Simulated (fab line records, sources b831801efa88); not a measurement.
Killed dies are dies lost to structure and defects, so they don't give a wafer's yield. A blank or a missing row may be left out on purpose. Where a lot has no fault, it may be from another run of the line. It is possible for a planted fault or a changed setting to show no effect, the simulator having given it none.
fab line records	flow sky130
[record] lots = 5	wafers = 15	last_day = 50
route steps=708 shown VIA2@519 METAL3@532
lots untouched by any fault: they come from a run of this same line in which no faults occurred
start_h: start of the lot's first displayed wafer, in hours after the record's first day	wait_h: time in hours since the lot's previous step	" repeats the value in the row above	L1.1+2: a row that stands for several wafers	- either no value or no given start	* or withheld: withheld	< > ~ a bound
route shown NAME@n: names a module that has steps shown in the file, with the first one's number in the route	usual: mean/standard deviation of fault-free wafers	same: alike in all rows	chamber/n: place in a boat	sites: each site's reading	_std_site: standard deviation of those values	_edge_site: inner sites' mean taken away from outer sites' mean	radius_mm: how far each site lies from the wafer's centre	mask NAME#n: copy n	behind: the most recent tool/chamber to have shaped the wafer	hold: cause of the lot's hold/its duration in hours/its outcome	device: the transistor (n, p or np) that didn't switch	end of line: the tests these same wafers got at the end of their route	a step without rows: its recipe alone	killed: dies that structure and defects cost at the first sort, which is not the same as the wafer's yield	map: dies across one wafer; x = killed, . = not, _ = none there
set.NAME: the run value of the setting; set.NAME@STEP: its run value at that earlier step	model.NAME: the simulator's own value behind a step, which no gauge read
lots seen at some steps along the route; tables by step, rows by wafer
services: when a tool's chamber went out of use (start_h, in hours from the record's first day, below 0 if earlier), for how many hours, and the reason
[[steps]]
[step SKY_VIA2_CD_MEAS_12]
[recipe] target_cd_nm = 200
[usual] cd_nm = 199.9/1.5
lot.wafer	tool	chamber	start_h	wait_h	cd_nm
L074.1	cd_sem-02	-	857.77	-	198.2
L074.5	"	-	"	"	198.1
L074.6	"	-	"	"	197.4
L077.2	cd_sem-02	-	887.46	-	199.6
L077.3	"	-	"	"	201.2
L077.5	"	-	"	"	200.5
L078.2	cd_sem-02	-	897.14	-	200.7
L078.4	"	-	"	"	201.5
L078.5	"	-	"	"	201.9
L090.1	cd_sem-02	-	973.17	-	199.8
L090.2	"	-	"	"	201.4
L090.3	"	-	"	"	200.5
L095.2	cd_sem-02	-	1001.54	-	201.3
L095.3	"	-	"	"	199.9
L095.4	"	-	"	"	200.6
[step SKY_VIA2_OVL_MEAS_13]
[usual] VIA2_OVL = 2/5.5
lot.wafer	tool	chamber	start_h	wait_h	VIA2_OVL[nm]
L074.1	overlay-02	-	857.89	0.1	5
L074.5	"	-	"	"	3
L074.6	"	-	"	"	2
L077.2	overlay-02	-	887.56	0.1	1
L077.3	"	-	"	"	-6
L077.5	"	-	"	"	-4
L078.2	overlay-02	-	897.24	0.1	-1
L078.4	"	-	"	"	8
L078.5	"	-	"	"	1
L090.1	overlay-02	-	973.29	0.1	3
L090.2	"	-	"	"	1
L090.3	"	-	"	"	5
L095.2	overlay-01	-	1001.64	0.1	-5
L095.3	"	-	"	"	-2
L095.4	"	-	"	"	-4
[step SKY_VIA2_ETCH_14]
[recipe] chemistry = N2/H2	target = BARC	ion_energy_ev = 200	source_w = 500	bias_w = 100	pressure_mtorr = 30	n2_flow_sccm = 100	h2_flow_sccm = 200	stop_on = SiO2	time_s = 45.9	target_depth_a = 600
[usual] drypump_motor_current_A = 5.6/0.52	h2_flow_sccm = 200.1/0.58	oes_product_au = 0.853/0.0053	throttle_valve_pct = 13.223/0.0098
lot.wafer	tool	chamber	start_h	wait_h	drypump_motor_current_A	h2_flow_sccm	oes_product_au	rf_hours_counter_h	throttle_valve_pct
L074.1	rie_diel-03	2	857.92	0.0	6.3	201.4	0.851	19	13.224
L074.5	"	0	"	"	6.0	200.9	0.858	-	13.242
L074.6	"	3	"	"	6.0	200.5	0.849	-	13.241
L077.2	rie_diel-03	3	887.59	0.0	6.0	198.9	0.851	25	13.217
L077.3	"	1	"	"	4.8	199.3	0.861	20	13.226
L077.5	"	2	"	"	6.3	199.4	0.849	-	13.220
L078.2	rie_diel-01	0	897.27	0.0	6.5	198.8	0.863	15	13.218
L078.4	"	1	"	"	6.3	199.2	0.851	17	13.225
L078.5	"	3	"	"	4.8	200.0	0.857	-	13.209
L090.1	rie_diel-04	0	973.32	0.0	5.4	200.6	0.860	5	13.225
L090.2	"	3	"	"	5.0	199.5	0.856	10	13.227
L090.3	"	2	"	"	5.5	199.9	0.842	6	13.210
L095.2	rie_diel-01	0	1001.67	0.0	6.5	199.4	0.845	18	13.219
L095.3	"	1	"	"	6.2	200.3	0.850	20	13.220
L095.4	"	0	"	"	6.5	200.2	0.845	-	13.204
[step SKY_VIA2_ETCH_15]
[recipe] target = SiO2	chemistry = C4F8/O2/Ar	target_depth_nm = 546	stop_on = TiN	mask_material = KrF-thick	source_w = 1500	bias_w = 1200	pressure_mtorr = 40	c4f8_flow_sccm = withheld	O2_flow_sccm = 6	Ar_flow_sccm = 300	time_s = 84
[usual] oes_product_au = 0.939/0.0047
lot.wafer	tool	chamber	start_h	wait_h	oes_product_au	rf_hours_counter_h
L074.1	rie_diel-03	2	857.97	0.0	0.942	19
L074.5	"	0	"	"	0.930	-
L074.6	"	3	"	"	0.938	-
L077.2	rie_diel-03	3	887.64	0.0	0.942	25
L077.3	"	1	"	"	0.939	20
L077.5	"	2	"	"	0.938	-
L078.2	rie_diel-01	0	897.32	0.0	0.935	15
L078.4	"	1	"	"	0.943	17
L078.5	"	3	"	"	0.943	-
L090.1	rie_diel-04	0	973.37	0.0	0.932	5
L090.2	"	3	"	"	0.942	10
L090.3	"	2	"	"	0.937	6
L095.2	rie_diel-01	0	1001.72	0.0	0.945	18
L095.3	"	1	"	"	0.939	20
L095.4	"	0	"	"	0.939	-
[step SKY_VIA2_STRIP_16]
[recipe] chemistry = O2/N2	power_w = 1400	pressure_mtorr = 1500	platen_temp_c = withheld	o2_flow_sccm = 3000	n2_flow_sccm = 300	overash_fraction = 0.5
[usual] drypump_motor_current_A = 5.7/0.46	oes_product_au = 0.398/0.0044	strip_time_to_endpoint_s = 4.044/0.022
lot.wafer	tool	chamber	start_h	wait_h	drypump_motor_current_A	oes_product_au	rf_hours_counter_h	strip_time_to_endpoint_s
L074.1	plasma_asher-01	1	858.03	0.0	5.9	0.398	70	4.028
L074.5	"	1	"	"	5.9	0.394	-	4.048
L074.6	"	0	"	"	5.1	0.404	-	4.079
L077.2	plasma_asher-02	0	887.70	0.0	6.4	0.400	102	4.068
L077.3	"	1	"	"	5.9	0.400	-	4.019
L077.5	"	0	"	"	6.4	0.396	-	4.056
L078.2	plasma_asher-02	1	897.38	0.0	5.9	0.391	103	4.038
L078.4	"	0	"	"	6.4	0.399	-	4.060
L078.5	"	1	"	"	5.9	0.395	-	4.024
L090.1	plasma_asher-02	0	973.43	0.0	6.5	0.399	110	4.058
L090.2	"	1	"	"	5.9	0.392	110	4.008
L090.3	"	0	"	"	6.4	0.392	-	4.039
L095.2	plasma_asher-01	0	1001.78	0.0	5.1	0.400	85	4.048
L095.3	"	0	"	"	5.0	0.396	-	4.062
L095.4	"	1	"	"	5.9	0.401	-	4.055
[step SKY_VIA2_STRIP_17]
[recipe] chemistry = post_etch_residue_remover	time_s = 1200	temp_c = 72.5
lot.wafer	tool	chamber	start_h	wait_h
L074.1+5+6	wet_bench-02	1	858.13	0.1
L077.2+3+5	wet_bench-02	2	887.80	0.1
L078.2+4+5	wet_bench-04	2	897.48	0.1
L090.1+2+3	wet_bench-04	0	973.53	0.1
L095.2+3+4	wet_bench-04	0	1001.88	0.1
[step SKY_VIA2_CLEAN_18]
[recipe] chemistry = IPA	time_s = 180	temp_c = 25
lot.wafer	tool	chamber	start_h	wait_h
L074.1+5+6	wet_bench-01	1	858.47	0.0
L077.2+3+5	wet_bench-01	2	888.14	0.0
L078.2+4+5	wet_bench-01	2	897.82	0.0
L090.1+2+3	wet_bench-02	2	973.87	0.0
L095.2+3+4	wet_bench-02	0	1002.22	0.0
[step SKY_VIA2_CLEAN_19]
[recipe] chemistry = O3/DIW	dry = n2_spin
lot.wafer	tool	chamber	start_h	wait_h
L074.1+5+6	wet_bench-04	0	858.53	0.0
L077.2+3+5	wet_bench-02	1	888.20	0.0
L078.2+4+5	wet_bench-02	0	897.88	0.0
L090.1+2+3	wet_bench-04	3	973.93	0.0
L095.2+3+4	wet_bench-01	1	1002.28	0.0
[step SKY_VIA2_SPUTTER_20]
[recipe] material = TiN	target_thk_nm = 20	chamber_pressure_pa = 5	power_w = 4000	time_s = 80
[usual] cathode_dc_power_W = 4000.1/0.76	throttle_valve_pct = 29.3/0.92
lot.wafer	tool	chamber	start_h	wait_h	cathode_dc_power_W	throttle_valve_pct
L074.1	pvd_sputter-02	-	858.63	0.0	4000.0	29.0
L074.5	"	-	"	"	3999.6	28.0
L074.6	"	-	"	"	3999.8	28.6
L077.2	pvd_sputter-01	-	888.29	0.0	3999.6	28.3
L077.3	"	-	"	"	3998.0	31.3
L077.5	"	-	"	"	3999.3	31.5
L078.2	pvd_sputter-02	-	897.97	0.0	4000.6	28.9
L078.4	"	-	"	"	4000.0	29.0
L078.5	"	-	"	"	3998.5	28.7
L090.1	pvd_sputter-01	-	974.02	0.0	4001.0	31.4
L090.2	"	-	"	"	4000.0	28.0
L090.3	"	-	"	"	4000.7	29.4
L095.2	pvd_sputter-03	-	1002.37	0.0	3999.7	29.8
L095.3	"	-	"	"	4000.5	30.7
L095.4	"	-	"	"	4000.6	29.1
[step SKY_VIA2_CVD_21]
[recipe] material = W	target_thk_nm = 420	time_s = 126.4	temp_c = 400	pressure_torr = 40
[usual] heater_power_w = 912/64
lot.wafer	tool	chamber	start_h	wait_h	heater_power_w
L074.1	cvd_w-01	1	858.69	0.0	941
L074.5	"	1	"	"	906
L074.6	"	0	"	"	965
L077.2	cvd_w-02	1	888.35	0.0	1040
L077.3	"	1	"	"	1007
L077.5	"	1	"	"	1036
L078.2	cvd_w-01	1	898.03	0.0	934
L078.4	"	0	"	"	963
L078.5	"	1	"	"	921
L090.1	cvd_w-01	1	974.08	0.0	844
L090.2	"	0	"	"	950
L090.3	"	1	"	"	834
L095.2	cvd_w-01	1	1002.43	0.0	855
L095.3	"	1	"	"	860
L095.4	"	0	"	"	932
[step SKY_VIA2_RS_MEAS_22]
[recipe] thk_meas_gauge = four-point-probe	reads = W_of_VIA2_CVD_21+TiN_of_VIA2_SPUTTER_20
[usual] VIA2_W_RS = 0.273/0.0038
lot.wafer	tool	chamber	start_h	wait_h	VIA2_W_RS[ohm/sq]
L074.1	film_metro-01	-	858.82	0.1	0.276
L074.5	"	-	"	"	0.276
L074.6	"	-	"	"	0.276
L077.2	film_metro-04	-	888.50	0.1	0.269
L077.3	"	-	"	"	0.268
L077.5	"	-	"	"	0.267
L078.2	film_metro-01	-	898.18	0.1	0.274
L078.4	"	-	"	"	0.278
L078.5	"	-	"	"	0.276
L090.1	film_metro-01	-	974.21	0.1	0.270
L090.2	"	-	"	"	0.270
L090.3	"	-	"	"	0.270
L095.2	film_metro-01	-	1002.58	0.1	0.275
L095.3	"	-	"	"	0.273
L095.4	"	-	"	"	0.272
[step SKY_VIA2_THK_MEAS_23]
[recipe] thk_meas_gauge = xrf	reads = W_of_VIA2_CVD_21
[usual] VIA2_W_THK = 433/6.6
lot.wafer	tool	chamber	start_h	wait_h	VIA2_W_THK[nm]
L074.1	film_metro-01	-	860.43	1.6	426
L074.5	"	-	"	"	422
L074.6	"	-	"	"	428
L077.2	film_metro-04	-	888.61	0.1	435
L077.3	"	-	"	"	438
L077.5	"	-	"	"	438
L078.2	film_metro-01	-	898.29	0.1	434
L078.4	"	-	"	"	426
L078.5	"	-	"	"	427
L090.1	film_metro-01	-	974.33	0.1	437
L090.2	"	-	"	"	438
L090.3	"	-	"	"	437
L095.2	film_metro-01	-	1002.69	0.1	428
L095.3	"	-	"	"	430
L095.4	"	-	"	"	434
[step SKY_VIA2_CMP_24]
[recipe] stop_on = SiO2	t_overpolish_s = 20	down_force_psi = 3.5	platen_rpm = 60	target_thk_nm = 0	pad_velocity_m_s = 0.94248
[usual] motor_current_A = 11.2/1.1	overpolish_run_s = 20.000/0.0096	time_to_endpoint_s = 100/3.8
lot.wafer	tool	chamber	start_h	wait_h	motor_current_A	overpolish_run_s	time_to_endpoint_s
L074.1	cmp-01	1	860.49	0.1	10.9	20.008	105
L074.5	"	1	"	"	10.7	19.993	105
L074.6	"	2	"	"	13.4	19.995	107
L077.3	cmp-01	3	888.66	0.0	11.0	20.002	107
L077.2	"	0	"	"	11.3	19.998	104
L077.5	"	0	"	"	11.8	19.975	104
L078.2	cmp-01	1	898.34	0.0	11.2	19.991	102
L078.4	"	2	"	"	13.5	20.005	105
L078.5	"	1	"	"	11.4	20.010	102
L090.2	cmp-02	2	974.62	0.3	9.5	19.999	100
L090.1	"	3	"	"	10.1	19.971	97
L090.3	"	0	"	"	11.5	19.993	96
L095.2	cmp-01	2	1002.74	0.0	13.0	20.003	102
L095.3	"	3	"	"	10.2	19.992	97
L095.4	"	0	"	"	11.0	20.001	97
[step SKY_METAL3_SPUTTER_00]
[recipe] material = Ti	target_thk_nm = 15	power_w = 3000	time_s = 10	chamber_pressure_pa = 0.4
[usual] cathode_dc_power_W = 3000.0/0.52	throttle_valve_pct = 29.6/1
lot.wafer	tool	chamber	start_h	wait_h	cathode_dc_power_W	throttle_valve_pct
L074.1	pvd_sputter-02	-	860.79	0.2	3000.3	27.8
L074.5	"	-	"	"	3000.4	29.2
L074.6	"	-	"	"	2999.4	29.8
L077.2	pvd_sputter-03	-	888.96	0.2	3000.8	29.5
L077.3	"	-	"	"	3000.9	29.2
L077.5	"	-	"	"	3000.6	29.2
L078.2	pvd_sputter-03	-	898.64	0.2	3000.0	30.8
L078.4	"	-	"	"	2999.8	28.5
L078.5	"	-	"	"	3000.5	30.7
L090.1	pvd_sputter-02	-	974.87	0.1	2999.4	27.8
L090.2	"	-	"	"	2999.7	29.9
L090.3	"	-	"	"	2999.6	28.9
L095.2	pvd_sputter-03	-	1003.04	0.2	2999.5	30.7
L095.3	"	-	"	"	2999.5	29.8
L095.4	"	-	"	"	3000.4	29.1
[step SKY_METAL3_SPUTTER_01]
[recipe] material = TiN	target_thk_nm = 20	power_w = 6500	time_s = 16.7	chamber_pressure_pa = 0.4
[usual] cathode_dc_power_W = 6500.1/1.3	throttle_valve_pct = 29.6/1
lot.wafer	tool	chamber	start_h	wait_h	cathode_dc_power_W	throttle_valve_pct
L074.1	pvd_sputter-02	-	860.81	0.0	6499.0	28.0
L074.5	"	-	"	"	6498.8	28.9
L074.6	"	-	"	"	6500.5	30.0
L077.2	pvd_sputter-03	-	888.99	0.0	6499.1	29.4
L077.3	"	-	"	"	6500.8	29.0
L077.5	"	-	"	"	6498.9	29.3
L078.2	pvd_sputter-03	-	898.66	0.0	6500.2	30.6
L078.4	"	-	"	"	6499.4	28.6
L078.5	"	-	"	"	6501.0	31.0
L090.1	pvd_sputter-02	-	974.89	0.0	6499.0	27.6
L090.2	"	-	"	"	6500.8	30.0
L090.3	"	-	"	"	6500.8	29.1
L095.2	pvd_sputter-03	-	1003.06	0.0	6501.0	30.8
L095.3	"	-	"	"	6500.4	29.5
L095.4	"	-	"	"	6503.2	29.0
[step SKY_METAL3_SPUTTER_02]
[recipe] material = AlCu	target_thk_nm = 735	power_w = 10600	time_s = 39.1	chamber_pressure_pa = 0.4
[usual] cathode_dc_power_W = 10600/1.9	throttle_valve_pct = 29.6/1
lot.wafer	tool	chamber	start_h	wait_h	cathode_dc_power_W	throttle_valve_pct
L074.1	pvd_sputter-02	-	860.84	0.0	10600	27.7
L074.5	"	-	"	"	10597	28.9
L074.6	"	-	"	"	10595	30.1
L077.2	pvd_sputter-03	-	889.01	0.0	10599	29.7
L077.3	"	-	"	"	10594	28.9
L077.5	"	-	"	"	10602	29.0
L078.2	pvd_sputter-03	-	898.69	0.0	10601	30.7
L078.4	"	-	"	"	10599	28.7
L078.5	"	-	"	"	10597	30.9
L090.1	pvd_sputter-02	-	974.92	0.0	10596	27.9
L090.2	"	-	"	"	10600	30.0
L090.3	"	-	"	"	10601	29.3
L095.2	pvd_sputter-03	-	1003.09	0.0	10599	30.6
L095.3	"	-	"	"	10598	29.5
L095.4	"	-	"	"	10598	28.7
[step SKY_METAL3_SPUTTER_03]
[recipe] material = Ti	target_thk_nm = 5	power_w = 3000	time_s = 3.3	chamber_pressure_pa = 0.4
[usual] cathode_dc_power_W = 3000.0/0.55	throttle_valve_pct = 29.5/1
lot.wafer	tool	chamber	start_h	wait_h	cathode_dc_power_W	throttle_valve_pct
L074.1	pvd_sputter-02	-	860.88	0.0	3000.6	28.0
L074.5	"	-	"	"	2999.7	29.3
L074.6	"	-	"	"	2999.6	30.0
L077.2	pvd_sputter-03	-	889.05	0.0	2999.9	29.5
L077.3	"	-	"	"	3000.1	29.3
L077.5	"	-	"	"	2999.7	29.2
L078.2	pvd_sputter-03	-	898.73	0.0	2998.8	30.7
L078.4	"	-	"	"	3000.6	28.6
L078.5	"	-	"	"	3000.1	30.7
L090.1	pvd_sputter-02	-	974.96	0.0	3000.4	27.8
L090.2	"	-	"	"	2999.7	29.9
L090.3	"	-	"	"	3000.0	28.8
L095.2	pvd_sputter-03	-	1003.13	0.0	3001.0	30.8
L095.3	"	-	"	"	3000.4	29.7
L095.4	"	-	"	"	2999.9	29.3
[step SKY_METAL3_SPUTTER_04]
[recipe] material = TiN	target_thk_nm = 70	power_w = 6500	time_s = 58.3	chamber_pressure_pa = 0.4
[usual] cathode_dc_power_W = 6500.1/1	throttle_valve_pct = 29.5/1
lot.wafer	tool	chamber	start_h	wait_h	cathode_dc_power_W	throttle_valve_pct
L074.1	pvd_sputter-02	-	860.90	0.0	6499.7	27.6
L074.5	"	-	"	"	6499.6	28.9
L074.6	"	-	"	"	6500.1	30.2
L077.2	pvd_sputter-03	-	889.07	0.0	6499.5	29.7
L077.3	"	-	"	"	6500.6	28.7
L077.5	"	-	"	"	6499.4	29.0
L078.2	pvd_sputter-03	-	898.75	0.0	6500.4	30.6
L078.4	"	-	"	"	6501.1	28.6
L078.5	"	-	"	"	6499.9	30.7
L090.1	pvd_sputter-02	-	974.98	0.0	6499.6	28.1
L090.2	"	-	"	"	6498.6	29.8
L090.3	"	-	"	"	6500.0	28.9
L095.2	pvd_sputter-03	-	1003.15	0.0	6500.3	30.7
L095.3	"	-	"	"	6499.3	29.5
L095.4	"	-	"	"	6499.3	29.2
[[services]]
tool	chamber	start_h	hours	kind
rie_diel-04	-	834.95	2.8	pm
pvd_sputter-01	-	838.64	1.0	repair
rie_diel-03	2	844.79	3.5	repair
pvd_sputter-02	-	849.72	0.6	repair
pvd_sputter-02	-	857.54	1.0	repair
rie_diel-04	3	865.53	6.7	repair
plasma_asher-02	-	881.36	1.2	repair
cvd_w-01	-	904.00	14.0	pm
plasma_asher-02	-	908.21	11.7	repair
rie_diel-03	1	909.36	4.9	repair
rie_diel-01	3	919.41	3.8	repair
rie_diel-03	-	926.90	1.0	repair
rie_diel-03	-	928.06	15.6	pm
cmp-01	-	928.37	1.1	repair
cvd_w-01	1	938.04	33.8	repair
pvd_sputter-02	-	968.61	0.7	repair
cmp-01	-	973.00	2.0	repair
pvd_sputter-02	-	982.93	3.2	repair
pvd_sputter-02	-	984.59	14.8	repair
rie_diel-03	3	990.42	9.5	repair
rie_diel-01	1	991.42	3.8	repair
pvd_sputter-02	-	998.39	8.0	repair
rie_diel-01	3	1000.42	3.1	repair
plasma_asher-02	-	1002.20	0.7	repair
[[key]]
fault none
